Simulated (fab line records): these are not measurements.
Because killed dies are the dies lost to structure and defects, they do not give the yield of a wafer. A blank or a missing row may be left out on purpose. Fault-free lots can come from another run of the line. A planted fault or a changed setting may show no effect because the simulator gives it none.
Lot-split experiment	flow sky130	on a route of 708 steps: 5 lots, 27 wafers read

## THE SPLIT ITSELF
At SKY_METAL2_SPUTTER_03 (material Ti, target thk 5 nm, time 3.3 s), the setting timeS was moved away from the recipe's 3.3 s on 6 of the 27 wafers read, by -28.6% to -25.3%. For the rest of the wafers, this setting stayed at what the recipe calls for.

The split's own step is where the reading is taken.

## THE READING
Ti_of_METAL2_SPUTTER_03.thkNm (the simulator's own value, which no gauge read), in nm, at SKY_METAL2_SPUTTER_03 (material Ti, target thk 5 nm, time 3.3 s). No usual value for it is given in the file. The 21 wafers here that ran the recipe average 4.924 nm, standard deviation 0.16 nm.

wafer	tool, chamber at the split	timeS as run, s	against the recipe	Ti_of_METAL2_SPUTTER_03.thkNm, nm	against lot-mates on the recipe
L074.1	pvdSputter-03, -	3.3	recipe	4.927	-
L074.2	pvdSputter-03, -	2.356	-28.6%	3.567	-1.443
L074.3	pvdSputter-03, -	2.356	-28.6%	3.6	-1.410
L074.4	pvdSputter-03, -	3.3	recipe	4.969	-
L074.5	pvdSputter-03, -	2.356	-28.6%	3.469	-1.541
L074.6	pvdSputter-03, -	3.3	recipe	5.134	-
L076.1	pvdSputter-04, -	3.3	recipe	4.771	-
L076.2	pvdSputter-04, -	3.3	recipe	4.728	-
L076.3	pvdSputter-04, -	3.3	recipe	4.804	-
L076.4	pvdSputter-04, -	3.3	recipe	4.593	-
L076.5	pvdSputter-04, -	3.3	recipe	4.829	-
L076.6	pvdSputter-04, -	3.3	recipe	4.664	-
L079.1	pvdSputter-03, -	3.3	recipe	4.983	-
L079.2	pvdSputter-03, -	3.3	recipe	5.076	-
L079.3	pvdSputter-03, -	3.3	recipe	4.963	-
L079.4	pvdSputter-03, -	3.3	recipe	5.036	-
L079.5	pvdSputter-03, -	3.3	recipe	5.163	-
L079.6	pvdSputter-03, -	3.3	recipe	5.056	-
L082.3	pvdSputter-04, -	3.3	recipe	5.004	-
L082.5	pvdSputter-04, -	3.3	recipe	5.109	-
L082.6	pvdSputter-04, -	3.3	recipe	4.838	-
L085.1	pvdSputter-04, -	2.464	-25.3%	3.609	-1.312
L085.2	pvdSputter-04, -	2.464	-25.3%	3.506	-1.415
L085.3	pvdSputter-04, -	3.3	recipe	5.07	-
L085.4	pvdSputter-04, -	2.464	-25.3%	3.733	-1.188
L085.5	pvdSputter-04, -	3.3	recipe	4.817	-
L085.6	pvdSputter-04, -	3.3	recipe	4.877	-

FIT RESULTS
A straight line over all 27 wafers: Ti_of_METAL2_SPUTTER_03.thkNm changes by +0.0497 nm for each +1% of timeS; r = +0.97; the points scatter about the line by 0.15 nm.
The same after taking each lot's own level away (the mean of its wafers on the recipe; 27 wafers): +0.0513 nm for each +1%; r = +0.99; scatter 0.089 nm.
The reading moves by 1.5 nm for the largest change in timeS, on that fit.
From 4.7315 to 5.0462 nm: that is the span of the lots' own levels, equal to 2.0 times the standard deviation above.
Consequently the slope shifts little with the lot-to-lot level, the two slopes agreeing.
Check: -1.47 nm against its lot-mates is what the line predicts for one of the wafers moved furthest among these (-28.6%) when that wafer is left out of the fit. Against them it came out at -1.44 nm.

## ADDITIONAL SPLITS CARRIED BY THESE WAFERS
Other splits were also applied to these wafers ahead of the reading. Each is held against what the fit with the lots' levels taken away leaves over:
other split on the same wafers	wafers away from the commonest value	r with Ti_of_METAL2_SPUTTER_03.thkNm (lot level and that fit taken away)
SKY_METAL1_SPUTTER_02 timeS	12	+0.14

## THE FILE'S OWN FIT
Ti_of_METAL2_SPUTTER_03.thkNm changes by +0.0514 nm for each +1% of timeS, r = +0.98.
